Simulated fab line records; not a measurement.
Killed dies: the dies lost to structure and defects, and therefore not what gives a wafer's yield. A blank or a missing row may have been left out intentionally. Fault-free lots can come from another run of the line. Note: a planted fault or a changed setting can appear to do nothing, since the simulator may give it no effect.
A lot that was struck, set against a sound lot || flow sky130 || 15 steps out of a route of 708
Sound: wafers L347.1, L347.2, L347.3. Wafers struck: L344.1, L344.4, L344.6. The cause is given at the end.
Per side, at each step with rows, come the tool, then ch with its chambers, and then its first start. Under that, the readings that differ: sound wafers || struck wafers || difference of the means || sigmas: that difference in standard deviations of wafers without a fault.
alike: readings whose means differ by less than 2 such deviations, and words and numbers that are the same on both sides. not compared: withheld readings, readings that some wafer has no value for, bounds like >300 that may hide the same value, and numbers for which the record gives no deviation and whose values overlap.
A row with sigmas, a row that says differs or no value, or rows on one side alone: a step with any of these is where the two part. Numbers that don't overlap but have no deviation are shown without sigmas and don't part them. Lack of a reading on every wafer of one side parts them only where that side has two or more wafers.

first, 4 steps without rows for these wafers: SKY_DNWELL_EXPOSE_04 (exposes mask DNM, target cd 3000 nm); SKY_DNWELL_PEB_05; SKY_DNWELL_DEVELOP_06 (develop time 60 s); SKY_DNWELL_IMPLANT_07.
SKY_DNWELL_STRIP_08: strips in O2/N2.
  sound on plasma-asher-03 ch 0,1, day 4 15:31; struck on plasma-asher-02 ch 0,1, day 3 22:19
  alike: chamber-pressure-mTorr, drypump-motor-current-A, oes-product-au, strip-time-to-endpoint-s
  not compared: rf-hours-counter-h
SKY_DNWELL_TW_MEAS_09:
  sound: film-metro-04 at day 4 15:37; struck: film-metro-04 at day 3 22:25
  alike: DNWELL_TW
then, 6 steps without rows for these wafers: SKY_PWDE_DEHYDRATE_00 (time 60 s); SKY_PWDE_HMDS_01 (prime time 60 s); SKY_PWDE_COAT_02 (resist thk 3000 nm); SKY_PWDE_SOFTBAKE_03; SKY_PWDE_EXPOSE_04 (exposes mask PWDEM, target cd 840 nm); SKY_PWDE_PEB_05.
SKY_PWDE_DEVELOP_06: develop time 60 s.
  sound on litho-track-04 ch 0, day 5 09:00; struck on litho-track-01 ch 0, day 4 14:00
{"reading": "developer-temp-C (C)", "sound": "22.73 22.87 22.88", "struck": "23.90 23.94 23.84", "difference": "+1.07", "sigmas": "+10"}
SKY_PWDE_OVL_MEAS_07:
  sound: overlay-01 at day 5 09:11; struck: overlay-01 at day 4 14:18
  alike: PWDE_OVL
-- the record jumps here: 43 days lie between the struck wafers' starts before and after (it left off in module PWDE and takes up again in module PAD_OPEN, whose first step shown is number 708 of the route) --
SKY_PAD_OPEN_PROBE_99:
  record: rows for the struck wafers here (prober-01, day 47 03:35), none for the sound ones

## WHERE THEY PART
Last at SKY_PAD_OPEN_PROBE_99 as far as this record goes, first at SKY_PWDE_DEVELOP_06.

WHY: what the simulator had put in
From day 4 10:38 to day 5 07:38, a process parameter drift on litho-track-01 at SKY_PWDE_DEVELOP_06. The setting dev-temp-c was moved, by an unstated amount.
